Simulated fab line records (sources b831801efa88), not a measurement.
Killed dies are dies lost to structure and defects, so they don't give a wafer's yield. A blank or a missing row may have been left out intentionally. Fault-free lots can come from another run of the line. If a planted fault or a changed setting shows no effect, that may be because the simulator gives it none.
Chamber matching / flow sky130 / rie-diel-03 running SKY_VIA1_ETCH_14: 4 sister chambers
The step etches BARC in N2/H2, stops on SiO2, time 45.9 s, target depth 60 nm. 4 wafers are shown with their chamber, then 8 later ones without.

## WAFERS PAIRED WITH THEIR CHAMBERS
wafer=L078.5; chamber=0; drypump-motor-current-A (A)=4.9
wafer=L087.3; chamber=3; drypump-motor-current-A (A)=4.9
wafer=L087.4; chamber=1; drypump-motor-current-A (A)=5.4
wafer=L093.2; chamber=2; drypump-motor-current-A (A)=6.7

## WAFERS WITH NO CHAMBER GIVEN
wafer=L093.5; drypump-motor-current-A (A)=4.8
wafer=L093.6; drypump-motor-current-A (A)=4.9
wafer=L096.2; drypump-motor-current-A (A)=5.4
wafer=L096.4; drypump-motor-current-A (A)=6.7
wafer=L096.5; drypump-motor-current-A (A)=6.8
wafer=L097.1; drypump-motor-current-A (A)=4.9
wafer=L097.5; drypump-motor-current-A (A)=4.9
wafer=L097.6; drypump-motor-current-A (A)=4.9

## EACH ONE'S CHAMBER
wafer=L093.5; from the rows above=can't be placed: 0 or 3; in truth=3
wafer=L093.6; from the rows above=can't be placed: 0 or 3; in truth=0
wafer=L096.2; from the rows above=1; in truth=1
wafer=L096.4; from the rows above=2; in truth=2
wafer=L096.5; from the rows above=2; in truth=2
wafer=L097.1; from the rows above=can't be placed: 0 or 3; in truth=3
wafer=L097.5; from the rows above=can't be placed: 0 or 3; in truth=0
wafer=L097.6; from the rows above=can't be placed: 0 or 3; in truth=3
Correctly placed: 3 of 8. These rows do not allow placing 5 (true chamber among the candidates in 5). Placed wrongly: 0.
How it was worked out, from the rows above alone: a wafer's distance from a chamber is the root of the sum, over the readings, of the square of ((its reading less the chamber's mean) divided by the reading's scatter). If the next closest chamber is less than 2 further off than the closest, the wafer can't be placed; otherwise it belongs to the closest. The mean given for a chamber averages the wafers shown for that chamber. The scatter: root of mean squared gap, hidden wafer to nearest shown wafer, with one shown wafer a chamber.
